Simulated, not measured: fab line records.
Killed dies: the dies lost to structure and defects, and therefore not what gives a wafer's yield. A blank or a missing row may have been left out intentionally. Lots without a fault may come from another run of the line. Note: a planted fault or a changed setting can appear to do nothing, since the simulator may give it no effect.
A lot that was struck, set against a sound lot ; flow gf180mcu ; 44 steps out of a route of 602
Sound: the wafers L423.2, L423.3, L423.6. Struck: wafer L432.3 (L432.4, L432.6, from the same lot, were not struck and are left out); the cause is given at the end.
Per side, at each step with rows, come the tool, then ch with its chambers, and then its first start. Under that, the readings that differ: sound wafers ; struck wafers ; difference of the means ; sigmas: that difference in standard deviations of wafers without a fault.
alike: words and numbers the same on both sides, and readings whose means are apart by under 2 such deviations; not compared: readings that were withheld, readings missing a value for some wafer, numbers with overlapping values and no deviation given by the record, and bounds like >300 which may hide the same value.
A row with sigmas, a row that says differs or no value, or rows on one side alone: a step with any of these is where the two part. Numbers that have no deviation but don't overlap get no sigmas and don't part them. Lack of a reading on every wafer of one side parts them only where that side has two or more wafers.

first, 2 steps without rows for these wafers: GF_V3_STRIP_19 (strips in post etch residue remover, time 1200 s); GF_V3_CLEAN_20 (cleans in DIW).
GF_V3_SPUTTER_21: material Ti, target thk 15 nm, time 80.02 s.
  sound on pvdSputter-02 at day 25 01:25; struck on pvdSputter-04 at day 27 17:17
  alike: throttleValvePct
GF_V3_SPUTTER_22: material TiN, target thk 10 nm, time 40 s.
  sound on pvdSputter-02 at day 25 01:29; struck on pvdSputter-04 at day 27 17:21
  alike: throttleValvePct
then, 1 step without rows for these wafers: GF_V3_CVD_23 (deposits W, target thk 350 nm, time 104.9 s).
GF_V3_RS_MEAS_24: measurement is done with a four-point probe.
  sound on filmMetro-04 at day 25 01:40; struck on filmMetro-01 at day 27 17:32
  alike: V3_W_RS
GF_V3_THK_MEAS_25: measures by xrf.
  sound on filmMetro-04 at day 25 01:46; struck on filmMetro-01 at day 27 17:38
  alike: V3_W_THK
GF_V3_CMP_26: polishes, stops on SiO2, t overpolish 15 s, target thk 0 nm.
  sound on cmp-01 ch 0,2,3, day 25 01:55; struck on cmp-01 ch 2, day 27 17:44
  alike: motorCurrentA, overpolishRunS, timeToEndpointS
then, 4 steps without rows for these wafers: GF_M4_SPUTTER_00 (material Ti, target thk 37.5 nm, time 150 s); GF_M4_SPUTTER_01 (material TiN, target thk 30 nm, time 25 s); GF_M4_SPUTTER_02 (material AlCu, target thk 450 nm, time 23.9 s); GF_M4_SPUTTER_03 (material Ti, target thk 10 nm, time 6.7 s).
GF_M4_SPUTTER_04: material TiN, target thk 50 nm, time 41.7 s.
  sound on pvdSputter-03 at day 25 02:18; struck on pvdSputter-02 at day 27 18:10
reading;sound;struck;difference;sigmas
model.TiN_of_M4_SPUTTER_04.thkNm (nm);49.35 49.7 49.83;46.98;-2.65;
  alike: throttleValvePct
GF_M4_RS_MEAS_05: measurement is done with a four-point probe.
  sound on filmMetro-02 at day 25 02:22; struck on filmMetro-03 at day 27 18:15
  alike: M4_ALCU_RS
GF_M4_THK_MEAS_06: measures by xrf.
  sound on filmMetro-02 at day 25 02:28; struck on filmMetro-03 at day 27 18:21
  alike: M4_ALCU_THK
then, 7 steps without rows for these wafers: GF_M4_DEHYDRATE_07 (time 60 s); GF_M4_HMDS_08 (prime time 60 s); GF_M4_COAT_09 (resist thk 1000 nm); GF_M4_SOFTBAKE_10 (time 60 s); GF_M4_EXPOSE_11 (exposes mask Metal4, target cd 280 nm); GF_M4_PEB_12 (peb time 90 s); GF_M4_DEVELOP_13 (develop time 60 s).
GF_M4_CD_MEAS_14: the cd target is 280 nm.
  sound on cdSem-02 at day 25 23:53; struck on cdSem-02 at day 28 12:56
  alike: cdNm
GF_M4_OVL_MEAS_15:
  sound on overlay-01 at day 25 23:59; struck on overlay-02 at day 28 13:02
  alike: M4_OVL
GF_M4_METAL_ETCH_16: etches the open film in Cl2/BCl3, stops on SiO2, target depth 750.8 nm, time 125.1 s.
  sound on rieMetal-04 ch 0, day 26 00:03; struck on rieMetal-04 ch 1, day 28 13:06
reading;sound;struck;difference;sigmas
drypumpMotorCurrentA (A);5.5 5.5 5.4;6.4;+0.9;+2
  alike: bcl3FlowSccm, oesProductAu, throttleValvePct
  not compared: rfHoursCounterH
then, 4 steps without rows for these wafers: GF_M4_STRIP_17 (strips in O2/N2); GF_M4_STRIP_18 (strips in post etch residue remover, time 1200 s); GF_M4_CLEAN_19 (cleans in DIW); GF_V4_CVD_00 (deposits SiO2, target thk 600 nm, time 100 s).
GF_V4_THK_MEAS_01:
  sound on filmMetro-01 at day 26 00:53; struck on filmMetro-01 at day 28 13:49
  alike: V4_CVD_00_THK
GF_V4_CVD_02: deposits SiO2 from TEOS, target thk 850 nm, time 94.851 s.
  sound on pecvd-02 ch 0,1, day 26 00:56; struck on pecvd-02 ch 0, day 28 13:52
  alike: heaterPowerW
  not compared: sinceWetCleanH
GF_V4_THK_MEAS_03:
  sound on filmMetro-02 at day 26 01:01; struck on filmMetro-01 at day 28 13:56
  alike: V4_CVD_02_THK
then, 1 step without rows for these wafers: GF_V4_CMP_04 (polishes SiO2).
GF_V4_BOW_MEAS_05:
  sound on filmMetro-03 at day 26 01:23; struck on filmMetro-01 at day 28 14:19
  alike: V4_BOW
then, 8 steps without rows for these wafers: GF_V4_DEHYDRATE_06 (time 60 s); GF_V4_HMDS_07 (prime time 60 s); GF_V4_COAT_08; GF_V4_COAT_09 (resist thk 1000 nm); GF_V4_SOFTBAKE_10 (time 60 s); GF_V4_EXPOSE_11 (exposes mask Via4, target cd 260 nm); GF_V4_PEB_12 (peb time 90 s); GF_V4_DEVELOP_13 (develop time 60 s).
GF_V4_STRIP_19: strips in post etch residue remover, time 1200 s.
  sound on wetBench-02 ch 1, day 26 22:37; struck on wetBench-04 ch 3, day 29 09:47
reading;sound;struck;difference;sigmas
model.TiN_of_M4_SPUTTER_04.thkNm (nm);48.51 48.86 48.99;46.14;-2.65;
-- the record jumps here: 4 days lie between the struck wafers' starts before and after (it left off in module V4 and takes up again in module PASSIVATION, whose first step shown is number 602 of the route) --
GF_PASSIVATION_PROBE_99:
  rows exist in the record for the struck wafers here (prober-02, day 33 14:00), but not for the sound ones

== WHERE THEY PART ==
Last at GF_PASSIVATION_PROBE_99 as far as this record goes, first at GF_M4_METAL_ETCH_16.

WHY: what had been put in by the simulator
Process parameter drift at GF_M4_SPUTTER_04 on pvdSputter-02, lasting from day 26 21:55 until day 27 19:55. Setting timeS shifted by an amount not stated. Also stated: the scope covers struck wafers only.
